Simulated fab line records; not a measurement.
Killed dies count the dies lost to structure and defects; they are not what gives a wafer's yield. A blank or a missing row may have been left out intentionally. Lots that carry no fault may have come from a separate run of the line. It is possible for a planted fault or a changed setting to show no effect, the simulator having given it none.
Which of the tools did it? / flow sky130 / Sampling: 24 lots, 72 wafers, 6 of 708 route steps

## WHAT THE GAUGES READ, wafer by wafer
SKY_METAL1_RS_MEAS_05: measures by four-point-probe. Usual: METAL1_ALCU_RS typically reads 0.1272 ohm/sq, with standard deviation 0.0015.
lot=L074; measured=day 31 12:23; on=film_metro-02; METAL1_ALCU_RS (ohm/sq)=0.1269 0.1254 0.1258; flag=
lot=L075; measured=day 31 19:11; on=film_metro-04; METAL1_ALCU_RS (ohm/sq)=0.1266 0.1252 0.1268; flag=
lot=L076; measured=day 31 19:48; on=film_metro-03; METAL1_ALCU_RS (ohm/sq)=0.1257 0.1263 0.1305; flag=
lot=L077; measured=day 32 16:20; on=film_metro-02; METAL1_ALCU_RS (ohm/sq)=0.1308 0.1271 0.1278; flag=
lot=L078; measured=day 32 18:03; on=film_metro-03; METAL1_ALCU_RS (ohm/sq)=0.1279 0.1251 0.1261; flag=
lot=L079; measured=day 33 16:28; on=film_metro-04; METAL1_ALCU_RS (ohm/sq)=0.1257 0.1264 0.1292; flag=
lot=L080; measured=day 33 18:13; on=film_metro-03; METAL1_ALCU_RS (ohm/sq)=0.1271 0.1291 0.1277; flag=
lot=L082; measured=day 34 23:32; on=film_metro-04; METAL1_ALCU_RS (ohm/sq)=0.1263 0.1273 0.1269; flag=
lot=L081; measured=day 35 01:45; on=film_metro-04; METAL1_ALCU_RS (ohm/sq)=0.1265 0.1284 0.1278; flag=
lot=L084; measured=day 35 02:18; on=film_metro-04; METAL1_ALCU_RS (ohm/sq)=0.1249 0.1248 0.1262; flag=
lot=L083; measured=day 35 03:19; on=film_metro-04; METAL1_ALCU_RS (ohm/sq)=0.1254 0.1276 0.1272; flag=
lot=L085; measured=day 35 08:34; on=film_metro-04; METAL1_ALCU_RS (ohm/sq)=0.1244 0.1259 0.1255; flag=
lot=L086; measured=day 35 16:00; on=film_metro-03; METAL1_ALCU_RS (ohm/sq)=0.1282 0.1263 0.1293; flag=
lot=L087; measured=day 35 19:41; on=film_metro-02; METAL1_ALCU_RS (ohm/sq)=0.1270 0.1277 0.1272; flag=
lot=L088; measured=day 36 01:36; on=film_metro-04; METAL1_ALCU_RS (ohm/sq)=0.1265 0.1266 0.1269; flag=
lot=L089; measured=day 36 07:41; on=film_metro-04; METAL1_ALCU_RS (ohm/sq)=0.1255 0.1272 0.1257; flag=
lot=L090; measured=day 36 08:22; on=film_metro-03; METAL1_ALCU_RS (ohm/sq)=0.1276 0.1286 0.1281; flag=
lot=L091; measured=day 37 01:36; on=film_metro-03; METAL1_ALCU_RS (ohm/sq)=0.1252 0.1271 0.1265; flag=
lot=L092; measured=day 37 02:51; on=film_metro-03; METAL1_ALCU_RS (ohm/sq)=0.1286 0.1270 0.1259; flag=
lot=L093; measured=day 37 12:34; on=film_metro-04; METAL1_ALCU_RS (ohm/sq)=0.1272 0.1275 0.1301; flag=
lot=L094; measured=day 37 23:52; on=film_metro-03; METAL1_ALCU_RS (ohm/sq)=0.1270 0.1264 0.1298; flag=
lot=L095; measured=day 38 02:00; on=film_metro-03; METAL1_ALCU_RS (ohm/sq)=0.1260 0.1286 0.1256; flag=
lot=L096; measured=day 38 04:53; on=film_metro-03; METAL1_ALCU_RS (ohm/sq)=0.1294 0.1286 0.1301; flag=
lot=L097; measured=day 38 17:02; on=film_metro-04; METAL1_ALCU_RS (ohm/sq)=0.1265 0.1290 0.1273; flag=

SKY_VIA1_CD_MEAS_12: target cd 150 nm. Usual: cd_nm 150.1 nm, standard deviation 1.5.
lot=L074; measured=day 33 19:49; on=cd_sem-02; cd_nm (nm)=152.8 152.3 153.1; flag=
lot=L075; measured=day 34 01:50; on=cd_sem-01; cd_nm (nm)=151.3 150.7 148.4; flag=
lot=L076; measured=day 34 02:13; on=cd_sem-02; cd_nm (nm)=150.1 151.3 151.3; flag=
lot=L077; measured=day 34 21:56; on=cd_sem-01; cd_nm (nm)=151.7 151.5 151.4; flag=
lot=L078; measured=day 35 00:47; on=cd_sem-02; cd_nm (nm)=149.5 148.8 147.6; flag=
lot=L079; measured=day 35 22:02; on=cd_sem-01; cd_nm (nm)=151.8 150.6 149.6; flag=
lot=L080; measured=day 35 23:53; on=cd_sem-02; cd_nm (nm)=149.1 148.2 149.9; flag=
lot=L082; measured=day 37 05:04; on=cd_sem-01; cd_nm (nm)=149.9 151.5 149.5; flag=
lot=L081; measured=day 37 07:26; on=cd_sem-01; cd_nm (nm)=150.6 150.7 152.8; flag=
lot=L084; measured=day 37 08:25; on=cd_sem-01; cd_nm (nm)=150.4 151.4 151.8; flag=
lot=L083; measured=day 37 08:45; on=cd_sem-02; cd_nm (nm)=149.3 149.7 146.7; flag=
lot=L085; measured=day 37 13:59; on=cd_sem-02; cd_nm (nm)=148.2 148.7 148.3; flag=
lot=L086; measured=day 37 21:47; on=cd_sem-02; cd_nm (nm)=150.2 149.9 150.1; flag=
lot=L087; measured=day 38 00:44; on=cd_sem-02; cd_nm (nm)=149.5 147.8 149.0; flag=
lot=L088; measured=day 38 07:14; on=cd_sem-01; cd_nm (nm)=146.4 148.6 146.6; flag=
lot=L089; measured=day 38 13:20; on=cd_sem-02; cd_nm (nm)=151.4 151.2 150.8; flag=
lot=L090; measured=day 38 13:36; on=cd_sem-02; cd_nm (nm)=149.2 148.7 150.3; flag=
lot=L091; measured=day 39 06:29; on=cd_sem-01; cd_nm (nm)=148.3 150.1 148.2; flag=
lot=L092; measured=day 39 07:38; on=cd_sem-02; cd_nm (nm)=151.0 148.6 150.7; flag=
lot=L093; measured=day 39 16:18; on=cd_sem-01; cd_nm (nm)=150.2 151.0 150.5; flag=
lot=L094; measured=day 40 03:32; on=cd_sem-02; cd_nm (nm)=149.5 150.6 151.0; flag=
lot=L095; measured=day 40 04:09; on=cd_sem-02; cd_nm (nm)=152.7 151.8 151.4; flag=
lot=L096; measured=day 40 07:09; on=cd_sem-01; cd_nm (nm)=146.9 148.1 148.0; flag=
lot=L097; measured=day 40 19:09; on=cd_sem-02; cd_nm (nm)=151.1 151.8 151.3; flag=

## WHAT TOOL EACH LOT RAN ON (gives the tool, then ch and the chambers of the sampled wafers, and finally the start)
lot=L074; SKY_LI_CONTACT_SPUTTER_20=pvd_sputter-04, day 28 21:44; SKY_CONTACT_ETCH_17=rie_diel-02 ch 0,2, day 31 10:32; SKY_METAL1_SPUTTER_03=pvd_sputter-03, day 31 12:17; SKY_METAL1_SPUTTER_04=pvd_sputter-03, day 31 12:18
lot=L075; SKY_LI_CONTACT_SPUTTER_20=pvd_sputter-01, day 29 10:35; SKY_CONTACT_ETCH_17=rie_diel-03 ch 0,1,2, day 31 17:41; SKY_METAL1_SPUTTER_03=pvd_sputter-02, day 31 19:07; SKY_METAL1_SPUTTER_04=pvd_sputter-02, day 31 19:08
lot=L076; SKY_LI_CONTACT_SPUTTER_20=pvd_sputter-04, day 29 11:41; SKY_CONTACT_ETCH_17=rie_diel-04 ch 0,1,2, day 31 18:17; SKY_METAL1_SPUTTER_03=pvd_sputter-03, day 31 19:43; SKY_METAL1_SPUTTER_04=pvd_sputter-03, day 31 19:44
lot=L077; SKY_LI_CONTACT_SPUTTER_20=pvd_sputter-04, day 30 01:21; SKY_CONTACT_ETCH_17=rie_diel-02 ch 1,2, day 32 14:44; SKY_METAL1_SPUTTER_03=pvd_sputter-01, day 32 16:14; SKY_METAL1_SPUTTER_04=pvd_sputter-01, day 32 16:15
lot=L078; SKY_LI_CONTACT_SPUTTER_20=pvd_sputter-01, day 30 07:43; SKY_CONTACT_ETCH_17=rie_diel-03 ch 0,2, day 32 16:32; SKY_METAL1_SPUTTER_03=pvd_sputter-02, day 32 17:59; SKY_METAL1_SPUTTER_04=pvd_sputter-02, day 32 18:00
lot=L079; SKY_LI_CONTACT_SPUTTER_20=pvd_sputter-04, day 31 08:43; SKY_CONTACT_ETCH_17=rie_diel-03 ch 1,2,3, day 33 14:47; SKY_METAL1_SPUTTER_03=pvd_sputter-03, day 33 16:23; SKY_METAL1_SPUTTER_04=pvd_sputter-03, day 33 16:25
lot=L080; SKY_LI_CONTACT_SPUTTER_20=pvd_sputter-02, day 31 09:46; SKY_CONTACT_ETCH_17=rie_diel-03 ch 0,1, day 33 16:44; SKY_METAL1_SPUTTER_03=pvd_sputter-01, day 33 18:09; SKY_METAL1_SPUTTER_04=pvd_sputter-01, day 33 18:10
lot=L082; SKY_LI_CONTACT_SPUTTER_20=pvd_sputter-04, day 32 15:03; SKY_CONTACT_ETCH_17=rie_diel-02 ch 1,2,3, day 34 22:02; SKY_METAL1_SPUTTER_03=pvd_sputter-01, day 34 23:27; SKY_METAL1_SPUTTER_04=pvd_sputter-01, day 34 23:28
lot=L081; SKY_LI_CONTACT_SPUTTER_20=pvd_sputter-04, day 32 16:53; SKY_CONTACT_ETCH_17=rie_diel-04 ch 1,2,3, day 35 00:17; SKY_METAL1_SPUTTER_03=pvd_sputter-01, day 35 01:41; SKY_METAL1_SPUTTER_04=pvd_sputter-01, day 35 01:42
lot=L084; SKY_LI_CONTACT_SPUTTER_20=pvd_sputter-04, day 32 17:47; SKY_CONTACT_ETCH_17=rie_diel-02 ch 0,3, day 35 00:47; SKY_METAL1_SPUTTER_03=pvd_sputter-01, day 35 02:11; SKY_METAL1_SPUTTER_04=pvd_sputter-01, day 35 02:13
lot=L083; SKY_LI_CONTACT_SPUTTER_20=pvd_sputter-01, day 32 18:20; SKY_CONTACT_ETCH_17=rie_diel-04 ch 1,2, day 35 01:47; SKY_METAL1_SPUTTER_03=pvd_sputter-02, day 35 03:13; SKY_METAL1_SPUTTER_04=pvd_sputter-02, day 35 03:14
lot=L085; SKY_LI_CONTACT_SPUTTER_20=pvd_sputter-04, day 32 23:08; SKY_CONTACT_ETCH_17=rie_diel-02 ch 2,3, day 35 07:05; SKY_METAL1_SPUTTER_03=pvd_sputter-02, day 35 08:29; SKY_METAL1_SPUTTER_04=pvd_sputter-02, day 35 08:31
lot=L086; SKY_LI_CONTACT_SPUTTER_20=pvd_sputter-04, day 33 07:16; SKY_CONTACT_ETCH_17=rie_diel-04 ch 1,2,3, day 35 14:32; SKY_METAL1_SPUTTER_03=pvd_sputter-03, day 35 15:56; SKY_METAL1_SPUTTER_04=pvd_sputter-03, day 35 15:57
lot=L087; SKY_LI_CONTACT_SPUTTER_20=pvd_sputter-04, day 33 11:54; SKY_CONTACT_ETCH_17=rie_diel-02 ch 1,3, day 35 18:11; SKY_METAL1_SPUTTER_03=pvd_sputter-01, day 35 19:37; SKY_METAL1_SPUTTER_04=pvd_sputter-01, day 35 19:38
lot=L088; SKY_LI_CONTACT_SPUTTER_20=pvd_sputter-02, day 33 17:35; SKY_CONTACT_ETCH_17=rie_diel-02 ch 0,3, day 36 00:02; SKY_METAL1_SPUTTER_03=pvd_sputter-01, day 36 01:32; SKY_METAL1_SPUTTER_04=pvd_sputter-01, day 36 01:33
lot=L089; SKY_LI_CONTACT_SPUTTER_20=pvd_sputter-04, day 33 22:58; SKY_CONTACT_ETCH_17=rie_diel-04 ch 0,2, day 36 06:11; SKY_METAL1_SPUTTER_03=pvd_sputter-02, day 36 07:35; SKY_METAL1_SPUTTER_04=pvd_sputter-02, day 36 07:37
lot=L090; SKY_LI_CONTACT_SPUTTER_20=pvd_sputter-02, day 33 23:44; SKY_CONTACT_ETCH_17=rie_diel-02 ch 1,3, day 36 06:53; SKY_METAL1_SPUTTER_03=pvd_sputter-01, day 36 08:17; SKY_METAL1_SPUTTER_04=pvd_sputter-01, day 36 08:18
lot=L091; SKY_LI_CONTACT_SPUTTER_20=pvd_sputter-04, day 34 18:12; SKY_CONTACT_ETCH_17=rie_diel-03 ch 1,2,3, day 37 00:08; SKY_METAL1_SPUTTER_03=pvd_sputter-02, day 37 01:32; SKY_METAL1_SPUTTER_04=pvd_sputter-02, day 37 01:33
lot=L092; SKY_LI_CONTACT_SPUTTER_20=pvd_sputter-01, day 34 19:38; SKY_CONTACT_ETCH_17=rie_diel-04 ch 0,3, day 37 01:23; SKY_METAL1_SPUTTER_03=pvd_sputter-01, day 37 02:47; SKY_METAL1_SPUTTER_04=pvd_sputter-01, day 37 02:49
lot=L093; SKY_LI_CONTACT_SPUTTER_20=pvd_sputter-02, day 35 04:54; SKY_CONTACT_ETCH_17=rie_diel-04 ch 0,1,3, day 37 10:50; SKY_METAL1_SPUTTER_03=pvd_sputter-01, day 37 12:28; SKY_METAL1_SPUTTER_04=pvd_sputter-01, day 37 12:29
lot=L094; SKY_LI_CONTACT_SPUTTER_20=pvd_sputter-02, day 35 17:38; SKY_CONTACT_ETCH_17=rie_diel-04 ch 0,1, day 37 22:20; SKY_METAL1_SPUTTER_03=pvd_sputter-01, day 37 23:48; SKY_METAL1_SPUTTER_04=pvd_sputter-01, day 37 23:49
lot=L095; SKY_LI_CONTACT_SPUTTER_20=pvd_sputter-01, day 35 18:44; SKY_CONTACT_ETCH_17=rie_diel-02 ch 1,3, day 38 00:02; SKY_METAL1_SPUTTER_03=pvd_sputter-03, day 38 01:55; SKY_METAL1_SPUTTER_04=pvd_sputter-03, day 38 01:56
lot=L096; SKY_LI_CONTACT_SPUTTER_20=pvd_sputter-01, day 35 21:11; SKY_CONTACT_ETCH_17=rie_diel-03 ch 0,2, day 38 03:23; SKY_METAL1_SPUTTER_03=pvd_sputter-01, day 38 04:49; SKY_METAL1_SPUTTER_04=pvd_sputter-01, day 38 04:49
lot=L097; SKY_LI_CONTACT_SPUTTER_20=pvd_sputter-04, day 36 09:02; SKY_CONTACT_ETCH_17=rie_diel-03 ch 1,2,3, day 38 15:26; SKY_METAL1_SPUTTER_03=pvd_sputter-01, day 38 16:57; SKY_METAL1_SPUTTER_04=pvd_sputter-01, day 38 16:58
- SKY_LI_CONTACT_SPUTTER_20: material TiN, target thk 20 nm, time 80 s.
- SKY_CONTACT_ETCH_17: etches SiO2 in C4F8/O2/Ar, stops on Si3N4, target depth 340 nm.
- SKY_METAL1_SPUTTER_03: material Ti, target thk 5 nm, time 3.3 s.
- SKY_METAL1_SPUTTER_04: material TiN, target thk 70 nm, time 58.3 s.

## WHAT THE TOOLS THEMSELVES READ (means of the sampled wafers that have a number; where no wafer has one, the mark that the record gives instead)
SKY_LI_CONTACT_SPUTTER_20. Usual: throttle_valve_pct 30.3 %, standard deviation 1.1.
lot=L074; tool=pvd_sputter-04; throttle_valve_pct (%)=30.3; flag=
lot=L075; tool=pvd_sputter-01; throttle_valve_pct (%)=28.6; flag=
lot=L076; tool=pvd_sputter-04; throttle_valve_pct (%)=30.3; flag=
lot=L077; tool=pvd_sputter-04; throttle_valve_pct (%)=30.1; flag=
lot=L078; tool=pvd_sputter-01; throttle_valve_pct (%)=28.4; flag=
lot=L079; tool=pvd_sputter-04; throttle_valve_pct (%)=30.1; flag=
lot=L080; tool=pvd_sputter-02; throttle_valve_pct (%)=30.7; flag=
lot=L082; tool=pvd_sputter-04; throttle_valve_pct (%)=30.2; flag=
lot=L081; tool=pvd_sputter-04; throttle_valve_pct (%)=30.0; flag=
lot=L084; tool=pvd_sputter-04; throttle_valve_pct (%)=30.5; flag=
lot=L083; tool=pvd_sputter-01; throttle_valve_pct (%)=28.3; flag=
lot=L085; tool=pvd_sputter-04; throttle_valve_pct (%)=30.7; flag=
lot=L086; tool=pvd_sputter-04; throttle_valve_pct (%)=30.2; flag=
lot=L087; tool=pvd_sputter-04; throttle_valve_pct (%)=30.7; flag=
lot=L088; tool=pvd_sputter-02; throttle_valve_pct (%)=31.2; flag=
lot=L089; tool=pvd_sputter-04; throttle_valve_pct (%)=30.2; flag=
lot=L090; tool=pvd_sputter-02; throttle_valve_pct (%)=30.5; flag=
lot=L091; tool=pvd_sputter-04; throttle_valve_pct (%)=30.7; flag=
lot=L092; tool=pvd_sputter-01; throttle_valve_pct (%)=28.2; flag=
lot=L093; tool=pvd_sputter-02; throttle_valve_pct (%)=30.8; flag=
lot=L094; tool=pvd_sputter-02; throttle_valve_pct (%)=30.5; flag=
lot=L095; tool=pvd_sputter-01; throttle_valve_pct (%)=30.1; flag=
lot=L096; tool=pvd_sputter-01; throttle_valve_pct (%)=27.9; flag=
lot=L097; tool=pvd_sputter-04; throttle_valve_pct (%)=30.7; flag=

SKY_CONTACT_ETCH_17. Usual: oes_product_au 0.892 a.u., standard deviation 0.0047.
lot=L074; tool=rie_diel-02; oes_product_au (a.u.)=0.891; flag=
lot=L075; tool=rie_diel-03; oes_product_au (a.u.)=0.890; flag=
lot=L076; tool=rie_diel-04; oes_product_au (a.u.)=0.891; flag=
lot=L077; tool=rie_diel-02; oes_product_au (a.u.)=0.887; flag=
lot=L078; tool=rie_diel-03; oes_product_au (a.u.)=0.890; flag=
lot=L079; tool=rie_diel-03; oes_product_au (a.u.)=0.887; flag=
lot=L080; tool=rie_diel-03; oes_product_au (a.u.)=0.891; flag=
lot=L082; tool=rie_diel-02; oes_product_au (a.u.)=0.894; flag=
lot=L081; tool=rie_diel-04; oes_product_au (a.u.)=0.896; flag=
lot=L084; tool=rie_diel-02; oes_product_au (a.u.)=0.886; flag=
lot=L083; tool=rie_diel-04; oes_product_au (a.u.)=0.894; flag=
lot=L085; tool=rie_diel-02; oes_product_au (a.u.)=0.889; flag=
lot=L086; tool=rie_diel-04; oes_product_au (a.u.)=0.889; flag=
lot=L087; tool=rie_diel-02; oes_product_au (a.u.)=0.890; flag=
lot=L088; tool=rie_diel-02; oes_product_au (a.u.)=0.893; flag=
lot=L089; tool=rie_diel-04; oes_product_au (a.u.)=0.889; flag=
lot=L090; tool=rie_diel-02; oes_product_au (a.u.)=0.898; flag=
lot=L091; tool=rie_diel-03; oes_product_au (a.u.)=0.897; flag=
lot=L092; tool=rie_diel-04; oes_product_au (a.u.)=0.893; flag=
lot=L093; tool=rie_diel-04; oes_product_au (a.u.)=0.890; flag=
lot=L094; tool=rie_diel-04; oes_product_au (a.u.)=0.893; flag=
lot=L095; tool=rie_diel-02; oes_product_au (a.u.)=0.892; flag=
lot=L096; tool=rie_diel-03; oes_product_au (a.u.)=0.889; flag=
lot=L097; tool=rie_diel-03; oes_product_au (a.u.)=0.890; flag=

SKY_METAL1_SPUTTER_03. Usual: throttle_valve_pct 29.8 %, standard deviation 1.5.
lot=L074; tool=pvd_sputter-03; throttle_valve_pct (%)=29.0; flag=
lot=L075; tool=pvd_sputter-02; throttle_valve_pct (%)=30.9; flag=
lot=L076; tool=pvd_sputter-03; throttle_valve_pct (%)=29.9; flag=
lot=L077; tool=pvd_sputter-01; throttle_valve_pct (%)=27.9; flag=
lot=L078; tool=pvd_sputter-02; throttle_valve_pct (%)=30.6; flag=
lot=L079; tool=pvd_sputter-03; throttle_valve_pct (%)=31.1; flag=
lot=L080; tool=pvd_sputter-01; throttle_valve_pct (%)=28.5; flag=
lot=L082; tool=pvd_sputter-01; throttle_valve_pct (%)=30.1; flag=
lot=L081; tool=pvd_sputter-01; throttle_valve_pct (%)=29.9; flag=
lot=L084; tool=pvd_sputter-01; throttle_valve_pct (%)=30.7; flag=
lot=L083; tool=pvd_sputter-02; throttle_valve_pct (%)=30.6; flag=
lot=L085; tool=pvd_sputter-02; throttle_valve_pct (%)=30.5; flag=
lot=L086; tool=pvd_sputter-03; throttle_valve_pct (%)=31.0; flag=
lot=L087; tool=pvd_sputter-01; throttle_valve_pct (%)=30.7; flag=
lot=L088; tool=pvd_sputter-01; throttle_valve_pct (%)=29.0; flag=
lot=L089; tool=pvd_sputter-02; throttle_valve_pct (%)=30.9; flag=
lot=L090; tool=pvd_sputter-01; throttle_valve_pct (%)=29.8; flag=
lot=L091; tool=pvd_sputter-02; throttle_valve_pct (%)=30.8; flag=
lot=L092; tool=pvd_sputter-01; throttle_valve_pct (%)=30.0; flag=
lot=L093; tool=pvd_sputter-01; throttle_valve_pct (%)=29.5; flag=
lot=L094; tool=pvd_sputter-01; throttle_valve_pct (%)=29.4; flag=
lot=L095; tool=pvd_sputter-03; throttle_valve_pct (%)=29.9; flag=
lot=L096; tool=pvd_sputter-01; throttle_valve_pct (%)=29.5; flag=
lot=L097; tool=pvd_sputter-01; throttle_valve_pct (%)=28.6; flag=

SKY_METAL1_SPUTTER_04. Usual: throttle_valve_pct 29.8 %, standard deviation 1.5.
lot=L074; tool=pvd_sputter-03; throttle_valve_pct (%)=29.1; flag=
lot=L075; tool=pvd_sputter-02; throttle_valve_pct (%)=30.9; flag=
lot=L076; tool=pvd_sputter-03; throttle_valve_pct (%)=29.8; flag=
lot=L077; tool=pvd_sputter-01; throttle_valve_pct (%)=27.9; flag=
lot=L078; tool=pvd_sputter-02; throttle_valve_pct (%)=30.5; flag=
lot=L079; tool=pvd_sputter-03; throttle_valve_pct (%)=31.1; flag=
lot=L080; tool=pvd_sputter-01; throttle_valve_pct (%)=28.4; flag=
lot=L082; tool=pvd_sputter-01; throttle_valve_pct (%)=30.2; flag=
lot=L081; tool=pvd_sputter-01; throttle_valve_pct (%)=30.1; flag=
lot=L084; tool=pvd_sputter-01; throttle_valve_pct (%)=30.6; flag=
lot=L083; tool=pvd_sputter-02; throttle_valve_pct (%)=30.6; flag=
lot=L085; tool=pvd_sputter-02; throttle_valve_pct (%)=30.4; flag=
lot=L086; tool=pvd_sputter-03; throttle_valve_pct (%)=31.2; flag=
lot=L087; tool=pvd_sputter-01; throttle_valve_pct (%)=30.6; flag=
lot=L088; tool=pvd_sputter-01; throttle_valve_pct (%)=28.9; flag=
lot=L089; tool=pvd_sputter-02; throttle_valve_pct (%)=30.8; flag=
lot=L090; tool=pvd_sputter-01; throttle_valve_pct (%)=29.8; flag=
lot=L091; tool=pvd_sputter-02; throttle_valve_pct (%)=30.8; flag=
lot=L092; tool=pvd_sputter-01; throttle_valve_pct (%)=30.1; flag=
lot=L093; tool=pvd_sputter-01; throttle_valve_pct (%)=29.4; flag=
lot=L094; tool=pvd_sputter-01; throttle_valve_pct (%)=29.5; flag=
lot=L095; tool=pvd_sputter-03; throttle_valve_pct (%)=30.0; flag=
lot=L096; tool=pvd_sputter-01; throttle_valve_pct (%)=29.6; flag=
lot=L097; tool=pvd_sputter-01; throttle_valve_pct (%)=28.5; flag=

## THE ANSWER, worked out from the rows above alone
Rule: a lot counts as off when the mean over its wafers that have a number is more than 3 standard deviations away from the usual mean. A lot without any number at a reading at which 4 lots or more have one is off too. The other lots that the step has rows for count as sound. Order of review: gauges by route order, followed by the tools' own readings, for which a lot's mean as printed above is used. At the first step where some lot is off, the reading lying furthest off is the one used; lots without a number count as furthest.
Nothing can be told from this: no lot is off at any reading shown.

## WHAT HAD BEEN PUT IN BY THE SIMULATOR
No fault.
